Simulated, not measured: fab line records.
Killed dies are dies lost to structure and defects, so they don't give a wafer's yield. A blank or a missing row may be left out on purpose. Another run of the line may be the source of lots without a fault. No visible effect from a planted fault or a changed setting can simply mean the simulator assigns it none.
Matching of chambers + flow gf180mcu + 4 sister chambers for GF_V5_CMP_26 on cmp-01
The step polishes, stops on SiO2, t overpolish 15 s, target thk 0 nm. 14 wafers are shown with their chamber, then 6 later ones without.

## WAFERS PAIRED WITH THEIR CHAMBERS
| wafer  | chamber | motor current A (A) | time to endpoint s (s) | head pressure psi (psi) |
|--------|---------|---------------------|------------------------|-------------------------|
| L621.1 | 2       | 9.9                 | 75                     | 3.494                   |
| L621.2 | 0       | 11.1                | 83                     | 3.516                   |
| L621.3 | 1       | 11.4                | 79                     | 3.489                   |
| L622.1 | 1       | 12.1                | 81                     | 3.498                   |
| L622.2 | 2       | 10.1                | 74                     | 3.494                   |
| L622.6 | 3       | 10.4                | 81                     | 3.514                   |
| L631.2 | 3       | 10.3                | 82                     | 3.494                   |
| L631.3 | 2       | 9.7                 | 74                     | 3.502                   |
| L631.4 | 1       | 11.4                | 78                     | 3.510                   |
| L636.2 | 2       | 9.7                 | 73                     | 3.502                   |
| L636.3 | 3       | 10.7                | 85                     | 3.523                   |
| L636.5 | 0       | 11.2                | 80                     | 3.508                   |
| L637.2 | 1       | 11.7                | 77                     | 3.499                   |
| L637.3 | 3       | 10.8                | 79                     | 3.502                   |

SIGNATURES, as means of the wafers listed above
| reading            | chamber 0 | chamber 1 | chamber 2 | chamber 3 | scatter within a chamber |
|--------------------|-----------|-----------|-----------|-----------|--------------------------|
| motor current A    | 11.150    | 11.650    | 9.850     | 10.550    | 0.248                    |
| time to endpoint s | 81.50     | 78.75     | 74.00     | 81.75     | 1.84                     |
| head pressure psi  | 3.51200   | 3.49900   | 3.49800   | 3.50825   | 0.009                    |
Rule: for a wafer and a chamber, the distance is found by dividing, reading by reading, the gap between the wafer's reading and the chamber's mean by the reading's scatter, squaring, summing and taking the root. If the next closest chamber is less than 2 further off than the closest, the wafer can't be placed; otherwise it belongs to the closest. The scatter is the square root of a quotient: the sum, over the shown wafers, of each reading's squared deviation from its chamber's mean, divided by wafers minus chambers.

## WAFERS WITH NO CHAMBER GIVEN
| wafer  | motor current A (A) | time to endpoint s (s) | head pressure psi (psi) |
|--------|---------------------|------------------------|-------------------------|
| L637.5 | 9.8                 | 73                     | 3.496                   |
| L638.1 | 11.7                | 81                     | 3.485                   |
| L638.2 | 9.7                 | 74                     | 3.520                   |
| L643.3 | 10.9                | 85                     | 3.487                   |
| L643.4 | 10.0                | 74                     | 3.486                   |
| L643.5 | 10.1                | 78                     | 3.494                   |

## WHICH CHAMBER EACH ONE RAN IN
| wafer  | from the rows above          | in truth |
|--------|------------------------------|----------|
| L637.5 | 2                            | 2        |
| L638.1 | can't be placed: 1 or 0      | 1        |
| L638.2 | 2                            | 2        |
| L643.3 | can't be placed: 3 or 0 or 1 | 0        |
| L643.4 | 2                            | 2        |
| L643.5 | can't be placed: 2 or 3      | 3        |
Placed correctly: 3 of 6. Can't be placed from these rows: 3 (the true chamber is among the candidates in 3). Wrongly placed: 0.
